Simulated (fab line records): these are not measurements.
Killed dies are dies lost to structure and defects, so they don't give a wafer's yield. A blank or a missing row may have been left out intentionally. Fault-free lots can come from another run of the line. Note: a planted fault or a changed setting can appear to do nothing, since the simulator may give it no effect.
The tool behind it: which one? :: flow sky130 :: 11 lots (33 wafers sampled), 1 step of a 708-step route

== WHAT THE GAUGES SHOWED, per wafer ==
SKY_FIELD_ISO_CD_MEAS_13: the cd target is 150 nm.
lot: L913
measured: day 2 05:37
on: cd-sem-02
cd-nm (nm): 147.8 148.3 148.6

lot: L916
measured: day 2 20:46
on: cd-sem-01
cd-nm (nm): 149.2 149.5 150.2

lot: L918
measured: day 3 06:17
on: cd-sem-01
cd-nm (nm): 149.4 149.5 150.0

lot: L920
measured: day 3 16:01
on: cd-sem-02
cd-nm (nm): 150.1 151.4 150.7

lot: L921
measured: day 4 01:19
on: cd-sem-02
cd-nm (nm): 151.3 150.7 149.9

lot: L923
measured: day 4 16:06
on: cd-sem-02
cd-nm (nm): 152.1 151.2 154.1

lot: L926
measured: day 5 01:59
on: cd-sem-02
cd-nm (nm): 148.6 149.1 149.4

lot: L927
measured: day 5 07:20
on: cd-sem-02
cd-nm (nm): 151.8 150.5 152.0

lot: L934
measured: day 6 17:40
on: cd-sem-02
cd-nm (nm): 150.0 150.1 149.5

lot: L935
measured: day 6 22:25
on: cd-sem-01
cd-nm (nm): 147.7 147.1 147.4

lot: L936
measured: day 7 03:12
on: cd-sem-01
cd-nm (nm): 149.7 150.0 146.8

== EACH LOT AND THE TOOL THAT RAN IT (in order: tool; ch and the chambers of the sampled wafers; start) ==
There is no process step in the record ahead of these readings.

== THE ANSWER, worked out from the rows above alone ==
Rule: the lots themselves supply what counts as usual. The widest of any qualifying gaps counts: lots, ordered by their means at a reading, are off when they make up no more than a third of the lots, leave a main group of 4 or more, and stand apart from it by 3 or more times the standard deviation of that group's means. The tables above print the reading to a certain number of digits; a main group whose means all agree to those digits is not used. Also off: a lot with no number at a reading for which 4 or more lots have one. All remaining lots with rows at the step are treated as sound.
No lot is off at any reading shown: from this, nothing can be told.

== WHAT HAD BEEN PUT IN BY THE SIMULATOR ==
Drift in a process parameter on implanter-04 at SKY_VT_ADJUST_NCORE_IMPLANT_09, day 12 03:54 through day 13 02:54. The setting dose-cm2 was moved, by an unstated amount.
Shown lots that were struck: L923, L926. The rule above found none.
